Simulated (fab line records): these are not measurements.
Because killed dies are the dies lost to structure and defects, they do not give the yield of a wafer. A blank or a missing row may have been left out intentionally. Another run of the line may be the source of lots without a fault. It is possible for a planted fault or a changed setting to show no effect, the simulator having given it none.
fab line records    flow gf180mcu
[record] lots = 15  wafers = 45  last_day = 34
route steps=602 shown M3@413
lots untouched by any fault: they come from a run of this same line in which no faults occurred
start_h: hours from the record's first day to the start of the lot's first wafer shown    wait_h: how many hours have passed since the lot's step before this one    " same as the row above    L1.1+2: one row covering several wafers at once    - no value present, or no start provided    * or withheld: withheld    < > ~ a bound
route shown NAME@n: NAME is a module with steps in the file, n the number in the route of the first one    usual: mean/standard deviation of fault-free wafers    same: alike in all rows    chamber/n: place in a boat    sites: per-site readings    _std_site: how widely they spread, as a standard deviation    _edge_site: the outer-site mean with the inner-site mean subtracted    radius_mm: for every site, how far away it sits from the centre of the wafer    mask NAME#n: copy n    behind: the last tool/chamber to shape the wafer    hold: why the lot went on hold/how many hours it stayed there/how the hold came to an end    device: names the non-switching transistor (n, p or np)    end of line: tests run on the same wafers once the route is complete    a step without rows: its recipe alone    killed: not the wafer's yield, but the dies lost to structure and defects at the first sort    map: a wafer's dies, marking killed ones x, the rest . and places with no die _
set.NAME: the run value of the setting; set.NAME@STEP: its run value at that earlier step    model.NAME: the simulator's own value behind a step, which no gauge read
steps of the route over a sample of lots; a table a step, a row a wafer
services: from which hour (start_h, from the record's first day; less than 0 if before it) a tool's chamber was out of use, for how many hours, and why
[[steps]]
[step GF_M3_SPUTTER_04]
[recipe] material = TiN  target_thk_nm = 50  power_w = 6500  time_s = 41.7  chamber_pressure_pa = 0.4
[usual] throttle_valve_pct = 30.0/0.82
lot.wafer  tool            chamber  start_h  wait_h  throttle_valve_pct
L134.2     pvd_sputter-03  -        480.73   0.0     29.1
L134.3     "               -        "        "       30.2
L134.4     "               -        "        "       29.6
L137.1     pvd_sputter-02  -        494.38   0.0     30.0
L137.2     "               -        "        "       29.9
L137.3     "               -        "        "       30.5
L139.3     pvd_sputter-03  -        520.97   0.0     30.0
L139.5     "               -        "        "       30.1
L139.6     "               -        "        "       29.4
L140.2     pvd_sputter-04  -        532.40   0.0     30.4
L140.3     "               -        "        "       28.7
L140.5     "               -        "        "       30.4
L141.1     pvd_sputter-03  -        532.86   0.0     29.9
L141.2     "               -        "        "       29.6
L141.5     "               -        "        "       29.4
L145.2     pvd_sputter-03  -        572.14   0.0     29.3
L145.4     "               -        "        "       29.4
L145.6     "               -        "        "       31.1
L147.2     pvd_sputter-04  -        580.84   0.0     31.3
L147.3     "               -        "        "       30.2
L147.5     "               -        "        "       31.0
L148.3     pvd_sputter-02  -        585.80   0.0     29.0
L148.5     "               -        "        "       28.5
L148.6     "               -        "        "       30.9
L150.2     pvd_sputter-04  -        608.32   0.0     30.0
L150.3     "               -        "        "       31.3
L150.4     "               -        "        "       28.7
L149.1     pvd_sputter-04  -        610.71   0.0     31.3
L149.3     "               -        "        "       30.2
L149.6     "               -        "        "       31.2
L151.2     pvd_sputter-03  -        619.08   0.0     31.1
L151.4     "               -        "        "       29.5
L151.5     "               -        "        "       29.8
L152.3     pvd_sputter-03  -        621.54   0.0     29.6
L152.4     "               -        "        "       29.8
L152.5     "               -        "        "       31.2
L153.2     pvd_sputter-03  -        627.27   0.0     29.9
L153.5     "               -        "        "       29.2
L153.6     "               -        "        "       29.5
L156.1     pvd_sputter-03  -        643.41   0.0     29.9
L156.3     "               -        "        "       29.1
L156.6     "               -        "        "       29.5
L157.1     pvd_sputter-04  -        651.16   0.0     30.4
L157.2     "               -        "        "       31.2
L157.6     "               -        "        "       31.5
[step GF_M3_RS_MEAS_05]
[recipe] thk_meas_gauge = four-point-probe  reads = TiN_of_M3_SPUTTER_04+Ti_of_M3_SPUTTER_03+AlCu_of_M3_SPUTTER_02+TiN_of_M3_SPUTTER_01+Ti_of_M3_SPUTTER_00
[usual] M3_ALCU_RS = 0.0695/0.00054
lot.wafer  tool           chamber  start_h  wait_h  M3_ALCU_RS[ohm/sq]
L134.2     film_metro-01  -        480.79   0.0     0.0697
L134.3     "              -        "        "       0.0687
L134.4     "              -        "        "       0.0690
L137.1     film_metro-01  -        494.42   0.0     0.0695
L137.2     "              -        "        "       0.0701
L137.3     "              -        "        "       0.0704
L139.3     film_metro-03  -        521.05   0.1     0.0692
L139.5     "              -        "        "       0.0687
L139.6     "              -        "        "       0.0693
L140.2     film_metro-02  -        532.46   0.0     0.0690
L140.3     "              -        "        "       0.0696
L140.5     "              -        "        "       0.0693
L141.1     film_metro-01  -        532.90   0.0     0.0691
L141.2     "              -        "        "       0.0690
L141.5     "              -        "        "       0.0696
L145.2     film_metro-01  -        572.20   0.0     0.0698
L145.4     "              -        "        "       0.0692
L145.6     "              -        "        "       0.0697
L147.2     film_metro-02  -        580.90   0.0     0.0692
L147.3     "              -        "        "       0.0704
L147.5     "              -        "        "       0.0685
L148.3     film_metro-03  -        585.88   0.1     0.0695
L148.5     "              -        "        "       0.0696
L148.6     "              -        "        "       0.0701
L150.2     film_metro-03  -        608.38   0.0     0.0693
L150.3     "              -        "        "       0.0690
L150.4     "              -        "        "       0.0694
L149.1     film_metro-01  -        610.75   0.0     0.0692
L149.3     "              -        "        "       0.0701
L149.6     "              -        "        "       0.0693
L151.2     film_metro-02  -        619.14   0.0     0.0701
L151.4     "              -        "        "       0.0694
L151.5     "              -        "        "       0.0700
L152.3     film_metro-03  -        621.62   0.1     0.0690
L152.4     "              -        "        "       0.0689
L152.5     "              -        "        "       0.0696
L153.2     film_metro-03  -        627.33   0.0     0.0695
L153.5     "              -        "        "       0.0700
L153.6     "              -        "        "       0.0699
L156.1     film_metro-02  -        643.45   0.0     0.0695
L156.3     "              -        "        "       0.0691
L156.6     "              -        "        "       0.0691
L157.1     film_metro-03  -        651.20   0.0     0.0683
L157.2     "              -        "        "       0.0680
L157.6     "              -        "        "       0.0679
[step GF_M3_THK_MEAS_06]
[recipe] thk_meas_gauge = xrf  reads = AlCu_of_M3_SPUTTER_02
[usual] M3_ALCU_THK = 458/3.7
lot.wafer  tool           chamber  start_h  wait_h  M3_ALCU_THK[nm]
L134.2     film_metro-01  -        480.90   0.1     458
L134.3     "              -        "        "       461
L134.4     "              -        "        "       463
L137.1     film_metro-01  -        494.54   0.1     457
L137.2     "              -        "        "       455
L137.3     "              -        "        "       450
L139.3     film_metro-03  -        521.15   0.1     454
L139.5     "              -        "        "       457
L139.6     "              -        "        "       453
L140.2     film_metro-02  -        532.57   0.1     462
L140.3     "              -        "        "       458
L140.5     "              -        "        "       460
L141.1     film_metro-01  -        533.02   0.1     464
L141.2     "              -        "        "       463
L141.5     "              -        "        "       459
L145.2     film_metro-01  -        572.31   0.1     458
L145.4     "              -        "        "       459
L145.6     "              -        "        "       457
L147.2     film_metro-02  -        581.01   0.1     460
L147.3     "              -        "        "       454
L147.5     "              -        "        "       464
L148.3     film_metro-03  -        585.98   0.1     458
L148.5     "              -        "        "       456
L148.6     "              -        "        "       452
L150.2     film_metro-03  -        608.49   0.1     457
L150.3     "              -        "        "       458
L150.4     "              -        "        "       456
L149.1     film_metro-01  -        610.87   0.1     462
L149.3     "              -        "        "       458
L149.6     "              -        "        "       464
L151.2     film_metro-02  -        619.25   0.1     455
L151.4     "              -        "        "       457
L151.5     "              -        "        "       454
L152.3     film_metro-03  -        621.72   0.1     459
L152.4     "              -        "        "       457
L152.5     "              -        "        "       453
L153.2     film_metro-03  -        627.44   0.1     459
L153.5     "              -        "        "       454
L153.6     "              -        "        "       456
L156.1     film_metro-02  -        643.57   0.1     461
L156.3     "              -        "        "       464
L156.6     "              -        "        "       461
L157.1     film_metro-03  -        651.32   0.1     465
L157.2     "              -        "        "       466
L157.6     "              -        "        "       467
[step GF_M3_PEB_12]
[recipe] peb_temp_c = 135  peb_time_s = 90  resist = KrF
[usual] chill_plate_temp_C = 23.01/0.099  exhaust_pa = 45.1/0.86  peb_time_s = 90/0
lot.wafer  tool            chamber  start_h  wait_h  chill_plate_temp_C  exhaust_pa  peb_time_s
L134.2     litho_track-03  0        504.64   -       22.94               45.6        90
L134.3     "               0        "        "       22.97               46.0        90
L134.4     "               0        "        "       23.03               45.4        90
L137.1     litho_track-01  0        516.95   -       22.83               45.3        90
L137.2     "               0        "        "       22.87               44.1        90
L137.3     "               0        "        "       22.89               46.2        90
L139.3     litho_track-02  -        544.19   -       -                   -           -
L139.5     "               -        "        "       -                   -           -
L139.6     "               -        "        "       -                   -           -
L140.2     litho_track-02  -        554.95   -       -                   -           -
L140.3     "               -        "        "       -                   -           -
L140.5     "               -        "        "       -                   -           -
L141.1     litho_track-03  -        555.26   -       -                   -           -
L141.2     "               -        "        "       -                   -           -
L141.5     "               -        "        "       -                   -           -
L145.2     litho_track-01  0        593.03   -       22.98               45.2        90
L145.4     "               0        "        "       22.87               45.9        90
L145.6     "               0        "        "       22.96               45.7        90
L147.2     litho_track-02  0        601.30   -       23.12               43.3        90
L147.3     "               0        "        "       23.15               45.1        90
L147.5     "               0        "        "       22.96               44.6        90
L148.3     litho_track-01  0        606.16   -       22.95               45.1        90
L148.5     "               0        "        "       23.01               43.8        90
L148.6     "               0        "        "       22.91               44.0        90
L150.2     litho_track-02  0        629.00   -       23.12               43.9        90
L150.3     "               0        "        "       22.98               45.7        90
L150.4     "               0        "        "       22.83               44.6        90
L149.1     litho_track-01  0        630.09   -       22.97               45.2        90
L149.3     "               0        "        "       23.03               44.7        90
L149.6     "               0        "        "       23.02               45.4        90
L151.2     litho_track-03  0        638.99   -       22.99               44.1        90
L151.4     "               0        "        "       23.02               44.5        90
L151.5     "               0        "        "       22.79               44.7        90
L152.3     litho_track-01  0        641.56   -       23.08               45.8        90
L152.4     "               0        "        "       23.18               45.5        90
L152.5     "               0        "        "       23.13               44.7        90
L153.2     litho_track-02  0        646.95   -       22.97               46.5        90
L153.5     "               0        "        "       22.94               46.3        90
L153.6     "               0        "        "       23.09               44.9        90
L156.1     litho_track-01  0        662.99   -       22.95               44.6        90
L156.3     "               0        "        "       23.03               45.0        90
L156.6     "               0        "        "       23.03               44.8        90
L157.1     litho_track-01  0        669.39   -       22.77               46.7        90
L157.2     "               0        "        "       22.94               45.4        90
L157.6     "               0        "        "       22.87               45.7        90
[[services]]
tool            chamber  start_h  hours  kind
pvd_sputter-02  -        479.58   3.5    repair
pvd_sputter-03  -        485.97   0.5    repair
pvd_sputter-02  -        500.48   1.1    repair
pvd_sputter-02  -        506.28   4.6    repair
pvd_sputter-03  -        634.71   5.6    repair
[[key]]
[first_sign] step = GF_M3_PEB_12  reading = tool_record  direction = missing
effect none on later readings
met_at GF_M3_PEB_12
struck_lots L139,L140,L141
later_rows_left_out L139.3,L139.5,L139.6,L140.2,L140.3,L140.5,L141.1,L141.2,L141.5
sort_left_out L139.3,L139.5,L139.6,L140.2,L140.3,L140.5,L141.1,L141.2,L141.5
not_acting_at GF_M3_SPUTTER_04,GF_M3_RS_MEAS_05,GF_M3_THK_MEAS_06
onset_between 504.64 544.19
[fault] kind = skipped_step_whole  tool = litho_track-02,litho_track-03  chamber = -  onset_h = 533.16  steps = GF_M3_PEB_12  scope = struck_lots_only
// sort_left_out: the simulated sort isn't trusted on such a fault, so these wafers' sort isn't shown, and their yield isn't known
// later_rows_left_out: the simulator's readings of these wafers behind a module that went badly wrong aren't trusted and aren't shown, but for the sort
